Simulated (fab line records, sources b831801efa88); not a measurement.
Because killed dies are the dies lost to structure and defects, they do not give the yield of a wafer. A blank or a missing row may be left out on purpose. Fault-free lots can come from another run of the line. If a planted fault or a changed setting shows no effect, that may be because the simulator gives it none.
2 desks looking at one fault || flow sfqLine || what lay behind the numbers comes last; until then each desk has only its own

## METROLOGY DESK
What the gauges read for every lot (on any tool): the sampled wafers with a number, averaged. Marked OUT: a lot whose mean sits more than 4 standard deviations from the usual mean, which makes it out of limits; the brackets give that distance.
Columns: A = C5_OVL at SFQ_C5_OVL_MEAS_937, usual -2 nm; B = I7_BOW at SFQ_I7_BOW_MEAS_946, usual 9 um
{"lot": "L655", "first seen here": "day 69 20:28", "A": -2, "B": 7}
{"lot": "L656", "first seen here": "day 70 08:36", "A": -4, "B": 4}
{"lot": "L657", "first seen here": "day 72 19:11", "A": -4, "B": 8}
{"lot": "L658", "first seen here": "day 73 23:41", "A": -1, "B": -1}
{"lot": "L659", "first seen here": "day 74 04:35", "A": -9, "B": 10}
{"lot": "L660", "first seen here": "day 74 20:11", "A": -14, "B": -3}
{"lot": "L665", "first seen here": "day 76 07:19", "A": 2, "B": 10}
{"lot": "L667", "first seen here": "day 76 09:49", "A": -7, "B": 4}
{"lot": "L666", "first seen here": "day 76 13:25", "A": -8, "B": -6}
{"lot": "L668", "first seen here": "day 77 01:26", "A": -1, "B": 8}
{"lot": "L669", "first seen here": "day 77 03:49", "A": -2, "B": 12}
{"lot": "L671", "first seen here": "day 77 14:44", "A": -3, "B": 13}
{"lot": "L675", "first seen here": "day 78 17:19", "A": -0, "B": -6}
{"lot": "L676", "first seen here": "day 79 01:43", "A": -1, "B": 2}
{"lot": "L678", "first seen here": "day 79 10:06", "A": -5, "B": 7}
This desk found nothing out of limits on any of the 15 lots.

## AT THE TOOL OWNER'S DESK: rieDiel-02
The tool's own readings at SFQ_TRILAYER_I2_VIA_BARC_OPEN_VIA_ETCH_096 (etches BARC in O2, target depth 125 nm, time 41.7 s): means of the sampled wafers that have a number, for each lot that ran on this tool. Marked OUT: a lot whose mean sits more than 4 standard deviations from the usual mean, which makes it out of limits; the brackets give that distance.
Columns: A = drypumpMotorCurrentA at SFQ_TRILAYER_I2_VIA_BARC_OPEN_VIA_ETCH_096, usual 5.6 A; B = oesProductAu at SFQ_TRILAYER_I2_VIA_BARC_OPEN_VIA_ETCH_096, usual 0.686 a.u.; C = runLengthS at SFQ_TRILAYER_I2_VIA_BARC_OPEN_VIA_ETCH_096, usual 69.9 s
{"lot": "L656", "first seen here": "day 31 02:26", "A": 5.9, "B": 0.685, "C": 70.5}
{"lot": "L667", "first seen here": "day 34 17:20", "A": 6.0, "B": "0.642 (-9.2) OUT", "C": "78.2 (+18) OUT"}
{"lot": "L669", "first seen here": "day 35 05:20", "A": 5.7, "B": "0.636 (-10) OUT", "C": "78.6 (+19) OUT"}
{"lot": "L671", "first seen here": "day 35 22:07", "A": 6.2, "B": "0.667 (-4.0) OUT", "C": "73.9 (+8.6) OUT"}
{"lot": "L678", "first seen here": "day 38 09:53", "A": 5.9, "B": 0.681, "C": 70.2}
Finding of this desk: L667, L669, L671 out of limits; the first was L667 at day 34 17:20, on oesProductAu at SFQ_TRILAYER_I2_VIA_BARC_OPEN_VIA_ETCH_096. L656, L678 stayed within limits.

## ALL TOGETHER
The tool owner's desk could have raised an alarm at day 34 17:20, on L667, L669, L671.
At the metrology desk, nothing out of limits was observed.
The metrology desk holds a record of L667, L669, L671, inside its limits.
Of the lots named, all ran SFQ_TRILAYER_I2_VIA_BARC_OPEN_VIA_ETCH_096 on rieDiel-02.

## WHAT WAS PUT IN BY THE SIMULATOR
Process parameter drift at SFQ_TRILAYER_I2_VIA_BARC_OPEN_VIA_ETCH_096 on rieDiel-02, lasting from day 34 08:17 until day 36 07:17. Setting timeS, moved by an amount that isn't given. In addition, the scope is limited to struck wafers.
Shown lots that were struck: L667, L669, L671.
Delay in hours, fault start to first out-of-limits reading, by desk: the tool owner's desk at 9.
